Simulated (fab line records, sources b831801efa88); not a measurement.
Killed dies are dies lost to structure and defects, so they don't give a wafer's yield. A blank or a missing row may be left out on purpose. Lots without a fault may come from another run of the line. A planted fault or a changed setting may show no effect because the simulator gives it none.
fab line records | flow sky130
record lots=6 wafers=18 last_day=50
route steps=708 shown LDD_HVP@281 LDD_LDN@289 PAD_OPEN@708
lots that met no fault: from a run of the same line without faults
start_h: hours from the record's first day to the start of the lot's first wafer shown | wait_h: hours since the lot's step before | " the same as in the row above | L1.1+2: a row that stands for several wafers | - no value, or no start given | * or withheld: withheld | < > ~ a bound
route shown NAME@n: a module of which the file shows steps, and the number in the route of the first | usual: mean/standard deviation of fault-free wafers | same: alike in all rows | chamber/n: place in a boat | sites: the reading at each site | _std_site: their standard deviation | _edge_site: outer sites' mean less inner sites' | radius_mm: how far each site lies from the wafer's centre | mask NAME#n: copy n | behind: the tool/chamber that last shaped the wafer | hold: why the lot was held/for how many hours/how that ended | device: the transistor (n, p or np) that didn't switch | end of line: the same wafers' tests at the end of the route | a step without rows: its recipe alone | killed: dies lost to structure and defects at the first sort, not the wafer's yield | map: a wafer's dies, x killed, . not, _ none there
set.NAME: the setting as run; set.NAME@STEP: as run at that earlier step | model.NAME: the simulator's own value behind a step, which no gauge read
lots at some steps of the route; a table a step, a row a wafer
services: from which hour (start_h, from the record's first day; less than 0 if before it) a tool's chamber was out of use, for how many hours, and why
## steps
# step SKY_LDD_HVP_SOFTBAKE_03
# recipe temp_c=90 time_s=60 resist=NOVOLAK
# step SKY_LDD_HVP_EXPOSE_04
# recipe mask_id=HVPTM na=0.6 source_shape=conventional sigma_outer=0.6 polarization=unpolarized target_cd_nm=700 dose_mj=86
# step SKY_LDD_HVP_PEB_05
# recipe temp_c=withheld time_s=* resist=NOVOLAK
# step SKY_LDD_HVP_DEVELOP_06
# recipe resist=NOVOLAK developer=TMAH develop_time_s=60 dev_temp_c=23
# step SKY_LDD_HVP_OVL_MEAS_07
# usual LDD_HVP_OVL=0.1/1.5
# columns lot.wafer tool chamber start_h wait_h LDD_HVP_OVL[nm]
L589.2 overlay-01 - 512.55 0.1 2.8
L589.4 " - " " 1.0
L589.5 " - " " 3.2
L594.2 overlay-01 - 566.65 0.1 1.2
L594.3 " - " " 1.8
L594.6 " - " " 0.9
L598.1 overlay-01 - 609.72 0.1 0.6
L598.3 " - " " -3.3
L598.5 " - " " -1.2
L600.2 overlay-01 - 611.90 0.1 1.3
L600.4 " - " " 1.5
L600.5 " - " " 0.3
L607.1 overlay-02 - 664.82 0.1 1.6
L607.2 " - " " -0.8
L607.3 " - " " -0.6
L608.1 overlay-02 - 688.59 0.1 -1.1
L608.2 " - " " -1.4
L608.6 " - " " -0.1
# step SKY_LDD_HVP_IMPLANT_08
# recipe species=B energy_kev=20 dose_cm2=1.7e+13 tilt_deg=17.9
# step SKY_LDD_HVP_STRIP_09
# recipe chemistry=O2/N2 power_w=1400 pressure_mtorr=1500 platen_temp_c=withheld o2_flow_sccm=3000 n2_flow_sccm=300 overash_fraction=0.5
# usual drypump_motor_current_A=5.6/0.53 oes_product_au=0.408/0.0046 strip_time_to_endpoint_s=4.131/0.015
# columns lot.wafer tool chamber start_h wait_h drypump_motor_current_A oes_product_au rf_hours_counter_h strip_time_to_endpoint_s
L589.2 plasma_asher-04 0 512.73 0.1 6.1 0.401 70 4.123
L589.4 " 1 " " 4.9 0.409 - 4.135
L589.5 " 1 " " 4.9 0.408 - 4.125
L594.2 plasma_asher-04 0 566.83 0.1 6.1 0.412 76 4.131
L594.3 " 0 " " 6.1 0.413 - 4.133
L594.6 " 0 " " 6.1 0.407 - 4.158
L598.1 plasma_asher-04 0 609.90 0.1 6.1 0.406 80 4.119
L598.3 " 0 " " 6.1 0.405 - 4.115
L598.5 " 1 " " 4.9 0.406 - 4.125
L600.2 plasma_asher-04 1 612.08 0.1 4.9 0.405 80 4.110
L600.4 " 0 " " 6.1 0.417 - 4.119
L600.5 " 1 " " 4.9 0.409 - 4.151
L607.1 plasma_asher-02 0 665.00 0.1 5.1 0.411 98 4.144
L607.2 " 1 " " 6.2 0.418 98 4.162
L607.3 " 1 " " 6.2 0.419 - 4.154
L608.1 plasma_asher-02 0 688.78 0.1 5.1 0.413 100 4.134
L608.2 " 1 " " 6.1 0.404 100 4.125
L608.6 " 0 " " 5.1 0.407 - 4.121
# step SKY_LDD_HVP_TW_MEAS_10
# usual LDD_HVP_TW=456/4.1
# columns lot.wafer tool chamber start_h wait_h LDD_HVP_TW
L589.2 film_metro-01 - 512.84 0.1 455
L589.4 " - " " 459
L589.5 " - " " 457
L594.2 film_metro-01 - 566.94 0.1 457
L594.3 " - " " 459
L594.6 " - " " 456
L598.1 film_metro-01 - 610.00 0.1 459
L598.3 " - " " 460
L598.5 " - " " 461
L600.2 film_metro-01 - 612.19 0.1 459
L600.4 " - " " 461
L600.5 " - " " 459
L607.1 film_metro-03 - 665.10 0.1 450
L607.2 " - " " 453
L607.3 " - " " 451
L608.1 film_metro-01 - 688.88 0.1 461
L608.2 " - " " 459
L608.6 " - " " 460
# step SKY_LDD_LDN_DEHYDRATE_00
# recipe temp_c=200 time_s=60
# step SKY_LDD_LDN_HMDS_01
# recipe prime_time_s=60 prime_temp_c=120
# step SKY_LDD_LDN_COAT_02
# recipe resist=NOVOLAK spin_rpm=3000 resist_thk_nm=1140
# step SKY_LDD_LDN_SOFTBAKE_03
# recipe temp_c=90 time_s=60 resist=NOVOLAK
# step SKY_LDD_LDN_EXPOSE_04
# recipe mask_id=LDNTM na=0.6 source_shape=conventional sigma_outer=0.6 polarization=unpolarized target_cd_nm=700 dose_mj=140
# columns lot.wafer tool chamber start_h wait_h mask model.LDD_LDN.overlay_x_nm
L589.2+4+5 iline_stepper-01 0 528.34 - LDNTM#0 0.5209
L594.2+3+6 iline_stepper-01 0 582.11 - LDNTM#0 -103.7
L598.1+3+5 iline_stepper-01 0 624.84 - LDNTM#0 -104.9
L600.2+4+5 iline_stepper-02 0 627.58 - LDNTM#0 1.261
L607.1+2+3 iline_stepper-02 0 679.29 - LDNTM#0 0.243
L608.1+2+6 iline_stepper-02 0 702.92 - LDNTM#0 0.7014
# step SKY_LDD_LDN_PEB_05
# recipe temp_c=withheld time_s=* resist=NOVOLAK
# step SKY_LDD_LDN_DEVELOP_06
# recipe resist=NOVOLAK developer=TMAH develop_time_s=60 dev_temp_c=23
# step SKY_LDD_LDN_OVL_MEAS_07
# usual LDD_LDN_OVL=-0.4/1.2
# columns lot.wafer tool chamber start_h wait_h hold LDD_LDN_OVL[nm]
L589.2 overlay-02 - 543.18 0.1 - -0.6
L589.4 " - " " - 0.5
L589.5 " - " " - -2.0
L594.2 overlay-01 - 597.28 0.1 await_dispo/0.2h/release -102.6
L594.3 " - " " await_dispo/0.2h/release -102.2
L594.6 " - " " await_dispo/0.2h/release -102.8
L594.2 overlay-01 - 597.48 0.2 - -102.0
L594.3 " - " " - -102.4
L594.6 " - " " - -102.8
L598.1 overlay-02 - 639.02 0.1 await_dispo/0.2h/release -105.0
L598.3 " - " " await_dispo/0.2h/release -103.5
L598.5 " - " " await_dispo/0.2h/release -102.5
L598.1 overlay-02 - 639.22 0.2 - -104.9
L598.3 " - " " - -103.8
L598.5 " - " " - -102.7
L600.2 overlay-02 - 641.38 0.1 - -0.5
L600.4 " - " " - -1.4
L600.5 " - " " - -0.2
L607.1 overlay-02 - 693.52 0.1 - -2.2
L607.2 " - " " - 2.5
L607.3 " - " " - 0.2
L608.1 overlay-02 - 717.04 0.1 - -0.2
L608.2 " - " " - 1.4
L608.6 " - " " - -0.1
# step SKY_PAD_OPEN_PROBE_99
# usual defect_limited_yield=82.0/1.9 killed_at_M0_to_M3=46/6.7 killed_at_M4_up=3.3/2 killed_at_contacts=24/5.4 killed_at_front_end=15/4.3 killed_at_other=0.4/0.64 killed_dies=89/9.1 killed_open=48/7.2 killed_short=40/6.3 sort_bin_3_pad_short=0.9/0.42 sort_bin_5_function=10.8/1.5 sort_bin_6_memory=6.4/1.1 sort_n_pass=403/9.1 sort_yield_pct=82.0/1.9
# same gross_dies=492 killed_at_back_side=0 sort_bin_4_leakage[%]=0 sort_bin_8_speed[%]=0
# columns lot.wafer tool chamber start_h wait_h defect_limited_yield[%] killed_at_M0_to_M3 killed_at_M4_up killed_at_contacts killed_at_front_end killed_at_other killed_dies killed_open killed_short sort_bin_3_pad_short[%] sort_bin_5_function[%] sort_bin_6_memory[%] sort_n_pass sort_yield_pct[%]
L589.2 prober-02 - 1093.21 0.1 81.9 42 5 27 15 0 89 51 37 1.2 11.0 5.9 403 81.9
L589.4 prober-02 - 1093.31 0.2 80.3 50 0 29 16 2 97 48 46 0.8 11.8 7.1 395 80.3
L589.5 prober-02 - 1093.36 0.2 78.9 55 4 28 16 1 104 39 65 1.8 11.4 7.9 388 78.9
L600.2 prober-02 - 1162.71 0.1 79.5 56 2 32 11 0 101 54 47 1.6 9.8 9.1 391 79.5
L600.4 prober-02 - 1162.81 0.2 79.9 56 4 30 9 0 99 55 44 1.6 12.6 5.9 393 79.9
L600.5 prober-02 - 1162.86 0.2 81.1 48 4 32 9 0 93 49 44 0.8 10.4 7.7 399 81.1
L607.1 prober-02 - 1193.24 0.1 82.5 42 6 18 20 0 86 35 51 1.6 9.6 6.3 406 82.5
L607.2 prober-02 - 1193.29 0.1 84.1 37 4 18 18 1 78 37 40 0.6 9.3 5.9 414 84.1
L607.3 prober-02 - 1193.34 0.2 81.3 55 0 22 15 0 92 56 36 1.2 9.6 7.9 400 81.3
L608.1 prober-02 - 1207.32 0.1 83.7 44 3 22 11 0 80 49 31 0.4 10.4 5.5 412 83.7
L608.2 prober-02 - 1207.37 0.1 83.7 41 4 23 11 1 80 40 40 0.6 7.9 7.7 412 83.7
L608.6 prober-02 - 1207.57 0.2 84.6 37 3 25 10 1 76 41 35 0.6 10.2 4.7 416 84.6
# killed by level:class
L589.2 VIA1:geometric_particle:open=13 CONTACT:geometric_particle:open=11 VIA2:geometric_particle:open=7 FIELD_ISO:geometric_particle:open=5 LI_CONTACT:geometric_particle:open=5 CONTACT:geometric_particle:short=5 VIA1:geometric_particle:short=5 METAL4:geometric_particle:short=5
L589.4 CONTACT:geometric_particle:open=14 VIA1:geometric_particle:open=8 VIA3:geometric_particle:open=8 FIELD_ISO:geometric_particle:short=6 METAL2:geometric_particle:short=6 METAL1:geometric_particle:short=6 VIA1:geometric_particle:short=6 VIA2:geometric_particle:short=5
L589.5 METAL2:geometric_particle:short=12 VIA1:geometric_particle:open=9 CONTACT:geometric_particle:short=9 VIA3:geometric_particle:short=7 VIA3:geometric_particle:open=7 CONTACT:geometric_particle:open=6 METAL3:geometric_particle:short=6 FIELD_ISO:geometric_particle:short=5
L600.2 CONTACT:geometric_particle:open=12 VIA2:geometric_particle:open=9 VIA1:geometric_particle:open=9 LI_CONTACT:geometric_particle:open=7 CONTACT:geometric_particle:short=7 VIA3:geometric_particle:open=7 METAL1:geometric_particle:short=6 METAL2:geometric_particle:short=5
L600.4 VIA1:geometric_particle:open=15 CONTACT:geometric_particle:open=10 LI_CONTACT:geometric_particle:open=9 VIA3:geometric_particle:open=8 METAL2:geometric_particle:short=7 FIELD_ISO:geometric_particle:open=5 VIA2:geometric_particle:open=5 METAL1:geometric_particle:short=5
L600.5 CONTACT:geometric_particle:open=15 VIA3:geometric_particle:open=9 VIA1:geometric_particle:short=9 VIA1:geometric_particle:open=9 FIELD_ISO:geometric_particle:short=6 CONTACT:geometric_particle:short=6 LI_CONTACT:geometric_particle:open=6 METAL2:geometric_particle:short=6
L607.1 METAL1:geometric_particle:short=9 CONTACT:geometric_particle:open=9 VIA2:geometric_particle:open=9 POLY_GATE:geometric_particle:short=8 VIA1:geometric_particle:short=6 FIELD_ISO:geometric_particle:short=5 VIA1:geometric_particle:open=5 VIA2:geometric_particle:short=5
L607.2 VIA1:geometric_particle:open=11 FIELD_ISO:geometric_particle:short=7 METAL1:geometric_particle:short=7 VIA2:geometric_particle:open=5 LI_CONTACT:geometric_particle:open=5 POLY_GATE:geometric_particle:short=4 CONTACT:geometric_particle:open=4 VIA1:geometric_particle:short=4
L607.3 VIA1:geometric_particle:open=15 VIA2:geometric_particle:open=12 CONTACT:geometric_particle:open=9 CONTACT:geometric_particle:short=9 VIA1:geometric_particle:short=5 METAL2:geometric_particle:short=5 VIA3:geometric_particle:open=5 FIELD_ISO:geometric_particle:short=4
L608.1 VIA2:geometric_particle:open=15 CONTACT:geometric_particle:open=8 VIA1:geometric_particle:open=6 VIA3:geometric_particle:open=5 LI_CONTACT:geometric_particle:open=5 FIELD_ISO:geometric_particle:short=4 LOCAL_INTERCONNECT:geometric_particle:short=4 CONTACT:geometric_particle:short=4
L608.2 CONTACT:geometric_particle:open=9 VIA1:geometric_particle:short=9 VIA2:geometric_particle:open=7 LI_CONTACT:geometric_particle:open=6 VIA1:geometric_particle:open=6 CONTACT:geometric_particle:short=5 VIA3:geometric_particle:open=5 METAL4:geometric_particle:short=4
L608.6 LI_CONTACT:geometric_particle:open=11 VIA1:geometric_particle:open=9 CONTACT:geometric_particle:open=8 METAL1:geometric_particle:short=7 FIELD_ISO:geometric_particle:short=3 CONTACT:geometric_particle:short=3 VIA3:geometric_particle:open=3 VIA1:geometric_particle:short=3
## services
# columns tool chamber start_h hours kind
iline_stepper-01 - 513.24 1.7 pm
iline_stepper-02 0 516.42 - calibration
iline_stepper-02 - 524.19 6.0 repair
iline_stepper-01 - 546.26 10.4 repair
iline_stepper-01 - 582.46 4.4 pm
iline_stepper-01 0 601.04 - calibration
iline_stepper-01 - 618.11 5.0 repair
plasma_asher-02 - 649.00 3.1 repair
iline_stepper-02 - 661.74 1.7 pm
## key
first_sign step=SKY_LDD_LDN_OVL_MEAS_07 reading=visit direction=added
effect step=SKY_LDD_LDN_OVL_MEAS_07 reading=LDD_LDN_OVL direction=down sigmas=83 usual=-0.4 struck=-103.1
model_effect step=SKY_LDD_LDN_EXPOSE_04 value=LDD_LDN.overlay_x_nm without=-0.5293 struck=-104.3
met_at SKY_LDD_LDN_EXPOSE_04
struck_wafers L594.2,L594.3,L594.6,L598.1,L598.3,L598.5
scrapped_behind SKY_LDD_LDN_OVL_MEAS_07 L594.2,L594.3,L594.6,L598.1,L598.3,L598.5
onset_between 528.34 582.11
fault kind=scanner_matching_overlay tool=iline_stepper-01 chamber=- onset_h=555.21 steps=SKY_LDD_LDN_EXPOSE_04 offset=-103.74
